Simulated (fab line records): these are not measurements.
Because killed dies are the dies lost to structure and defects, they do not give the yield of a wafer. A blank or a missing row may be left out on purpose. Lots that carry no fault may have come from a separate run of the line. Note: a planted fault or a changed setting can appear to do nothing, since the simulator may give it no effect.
Problem report in the 8D (eight disciplines) form, filled by code ; flow gf180mcu ; the parts of the form that need people (team, actions taken, sign-off) are left out

1. THE ISSUE
Wafers free of any fault read 3174 (standard deviation 24) for PSD_TW at GF_PSD_TW_MEAS_11, against a mean of 3009 on 6 wafers of 2 lots. Relative to the usual mean, that is a shift of -6.9 standard deviations.
First observed at day 19 21:08: wafer L396.2, on filmMetro-04. The record holds 33 wafers of 11 lots with a number at this step. By rule, "out" or "out of limits" means more than 4 standard deviations away from the usual mean. All remaining wafers that have a number are taken as sound.

2. WHAT IT IS, WHAT IT ISN'T
question;is;is not
which readings at this step;PSD_TW;-
which lots;L396, L397;L380, L381, L384, L388, L389, L390, L395, L402, L403
which wafers of those lots;all that have a number;-
read on which gauges;filmMetro-04;filmMetro-01, filmMetro-02
when;from day 19 21:08;"up to then (21 sound wafers); but 6 sound wafers of L402, L403 came after"

3. WHAT RULES OUT EACH SUSPECT
Counting: any tool at a process step up to the reading is kept as a suspect provided that every lot that is out went through it and no sound lot did after the first of them.
- ruled out: the gauge at GF_PSD_TW_MEAS_11. All the wafers that are out were read on filmMetro-04, but those of them that GF_PSD_IMPLANT_09 has rows for are out there too, on other tools.
- implanter-03 at GF_PSD_IMPLANT_09: kept. It processed each lot that is out, first L396 at day 19 20:54, and no sound lot thereafter; up to then, the last sound lot it processed was L390 at day 17 18:08. On those wafers its own readings are out: beamOnS, faradayCurrentUA.
Left after counting: implanter-03 at GF_PSD_IMPLANT_09.

4. THE CAUSE (what the simulator had put in)
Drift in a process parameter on implanter-03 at GF_PSD_IMPLANT_09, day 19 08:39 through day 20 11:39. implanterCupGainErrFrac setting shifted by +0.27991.
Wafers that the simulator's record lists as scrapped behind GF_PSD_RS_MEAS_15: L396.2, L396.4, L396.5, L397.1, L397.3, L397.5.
The count eliminated every tool but this one.

5. SEQUENCE OF EFFECTS, ordered by route
Each row: a reading whose mean over the struck wafers that have a number lies more than 3 standard deviations from the usual. Scope: only readings with a usual standard deviation given in the record; hours: median across lots of the time from each lot's start at the first step in this table that gives one to its start at this step; sigmas: change in usual standard deviations.
hours;step;reading;usual;on struck wafers;change;sigmas
0;GF_PSD_IMPLANT_09;beamOnS;10.00 s;7.74;-2.26;-13
0;GF_PSD_IMPLANT_09;faradayCurrentUA;8250;10625;+2375;+16
0;GF_PSD_STRIP_10;oesProductAu;0.592 a.u.;0.609;+0.017;+3.8
0;GF_PSD_STRIP_10;stripTimeToEndpointS;16.53 s;15.82;-0.71;-21
0;GF_PSD_TW_MEAS_11;PSD_TW;3174;3009;-165;-6.9
4;GF_PSD_RS_MEAS_15;PSD_RS;108.57 ohm/sq;121.62;+13.06;+48
Process steps it contains:
- GF_PSD_IMPLANT_09
- GF_PSD_STRIP_10: strips in O2/N2.

6. HOW IT WOULD HAVE BEEN CAUGHT EARLIER
The first out-of-limits reading at a measuring or inspecting step in this record came at day 19 21:08, 12 hours after the fault's start at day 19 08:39.
Tool's own readings at GF_PSD_IMPLANT_09, beamOnS, faradayCurrentUA: out on all struck wafers the step has rows for; an alarm limit on them would have tripped on the first.
Of the lots that are out (2), L397 began GF_PSD_IMPLANT_09 on implanter-03 after day 19 21:08. Putting the tool on hold at that point would have spared it.
